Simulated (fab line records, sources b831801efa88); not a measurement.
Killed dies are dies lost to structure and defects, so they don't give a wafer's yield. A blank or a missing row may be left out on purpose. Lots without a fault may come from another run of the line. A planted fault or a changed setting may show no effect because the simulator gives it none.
One fault seen from 2 desks | flow gf180mcu | each desk has only its own numbers; what lay behind them comes last

THE TOOL OWNER'S DESK: implanter-03
The tool's own readings at GF_NSD_IMPLANT_10: means of the sampled wafers that have a number, for each lot that ran on this tool. A lot is out of limits, marked OUT, if its mean lies more than 4 standard deviations from the usual mean; the brackets give that distance.
Columns: A = dose_ions_cm2 at GF_NSD_IMPLANT_10, usual 4.999e+14; B = faraday_current_uA at GF_NSD_IMPLANT_10, usual 2788
lot  | first seen here | A                           | B
L150 | day 13 07:20    | 4.994e+14                   | 2765
L153 | day 14 08:58    | 4.998e+14                   | 2795
L163 | day 17 19:27    | 4.204e+14 (-99 or more) OUT | 2360 (-7.5) OUT
L164 | day 18 11:07    | 4.212e+14 (-99 or more) OUT | 2300 (-8.6) OUT
This desk's finding: out of limits on L163, L164; first on L163, day 17 19:27 (dose_ions_cm2 at GF_NSD_IMPLANT_10). In limits: L150, L153.

THE METROLOGY DESK
What the gauges read, lot by lot, whatever tool the lot ran on: means of the sampled wafers that have a number. A lot is out of limits, marked OUT, if its mean lies more than 4 standard deviations from the usual mean; the brackets give that distance.
Columns: A = NSD_RS at GF_PSD_RS_MEAS_14, usual 46.15 ohm/sq; B = cd_nm at GF_M1_CD_MEAS_14, usual 230.0 nm
lot  | first seen here | A               | B
L150 | day 14 04:17    | 46.26           | 229.8
L152 | day 15 00:10    | 46.21           | 228.9
L153 | day 15 06:50    | 46.18           | 230.8
L154 | day 15 15:17    | 46.10           | 229.4
L155 | day 15 19:31    | 46.15           | 230.4
L157 | day 16 17:23    | 46.11           | 230.0
L163 | day 18 19:58    | 47.16 (+10) OUT | 231.6
L164 | day 19 11:34    | 47.14 (+10) OUT | 228.0
L168 | day 20 23:45    | 46.21           | 228.9
L170 | day 21 07:05    | 46.22           | 230.5
L172 | day 22 01:13    | 46.12           | 229.3
L173 | day 22 08:13    | 46.08           | 230.0
This desk's finding: out of limits on L163, L164; first on L163, day 18 19:58 (NSD_RS at GF_PSD_RS_MEAS_14). In limits: L150, L152, L153, L154, L155, L157, L168, L170, L172, L173.

PUT TOGETHER
The tool owner's desk could have raised an alarm at day 17 19:27, on L163, L164.
The metrology desk could have raised an alarm at day 18 19:58, on L163, L164.
Of the lots named, all ran GF_NSD_IMPLANT_10 on implanter-03.

WHAT THE SIMULATOR HAD PUT IN
Process parameter drift: implanter-03, from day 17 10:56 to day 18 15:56, at GF_NSD_IMPLANT_10. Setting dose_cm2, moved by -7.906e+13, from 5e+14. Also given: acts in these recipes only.
Lots struck among those shown: L163, L164.
Hours from the fault's start to each desk's first reading out of limits: the tool owner's desk, 9; the metrology desk, 33.
